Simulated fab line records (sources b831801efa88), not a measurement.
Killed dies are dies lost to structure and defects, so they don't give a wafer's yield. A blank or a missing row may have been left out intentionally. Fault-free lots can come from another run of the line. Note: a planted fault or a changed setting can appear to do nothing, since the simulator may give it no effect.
Chamber matching | flow gf180mcu | 4 sister chambers for GF_CONTACT_CMP_04 on cmp-02
The step polishes SiO2. 18 wafers are shown with their chamber, then 9 later ones without.

## EACH WAFER AND ITS CHAMBER
wafer  | chamber | motor current A (A) | time to endpoint s (s)
L854.1 | 1       | 11.9                | 112
L854.2 | 0       | 10.2                | 102
L854.5 | 2       | 12.7                | 109
L855.2 | 2       | 13.0                | 110
L855.3 | 0       | 10.7                | 117
L855.5 | 0       | 10.3                | 115
L859.3 | 3       | 14.5                | 114
L859.5 | 1       | 11.5                | 114
L859.6 | 0       | 10.6                | 112
L861.1 | 3       | 14.3                | 102
L861.3 | 0       | 10.9                | 108
L861.5 | 0       | 10.6                | 109
L862.2 | 1       | 11.6                | 114
L862.3 | 0       | 10.7                | 112
L862.5 | 3       | 14.4                | 117
L863.4 | 1       | 11.3                | 120
L863.5 | 1       | 11.4                | 121
L863.6 | 2       | 12.4                | 120

SIGNATURES, as means of the wafers listed above
reading            | chamber 0 | chamber 1 | chamber 2 | chamber 3 | scatter within a chamber
motor current A    | 10.571    | 11.540    | 12.700    | 14.400    | 0.234
time to endpoint s | 110.71    | 116.20    | 113.00    | 111.00    | 5.43
Rule: for each reading, subtract the chamber's mean from the wafer's reading, divide by that reading's scatter and square the result; add these up over the readings and take the root, which gives the wafer's distance from the chamber. The wafer belongs to the nearest chamber; if the next one is less than 2 further off, it can't be placed. The scatter is the square root of a quotient: the sum, over the shown wafers, of each reading's squared deviation from its chamber's mean, divided by wafers minus chambers.

## WAFERS WITH NO CHAMBER GIVEN
wafer  | motor current A (A) | time to endpoint s (s)
L867.1 | 12.1                | 116
L867.4 | 14.7                | 119
L867.5 | 13.1                | 115
L871.3 | 12.6                | 106
L871.4 | 10.4                | 109
L871.5 | 13.0                | 113
L875.1 | 12.8                | 108
L875.2 | 10.1                | 101
L875.6 | 10.4                | 115

## EACH ONE'S CHAMBER
wafer  | from the rows above     | in truth
L867.1 | can't be placed: 1 or 2 | 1
L867.4 | 3                       | 3
L867.5 | 2                       | 2
L871.3 | 2                       | 2
L871.4 | 0                       | 0
L871.5 | 2                       | 2
L875.1 | 2                       | 2
L875.2 | 0                       | 0
L875.6 | 0                       | 0
Placed correctly: 8 of 9. From these rows, 1 cannot be placed; in 1 the true chamber is one of the candidates. Number placed wrongly: 0.
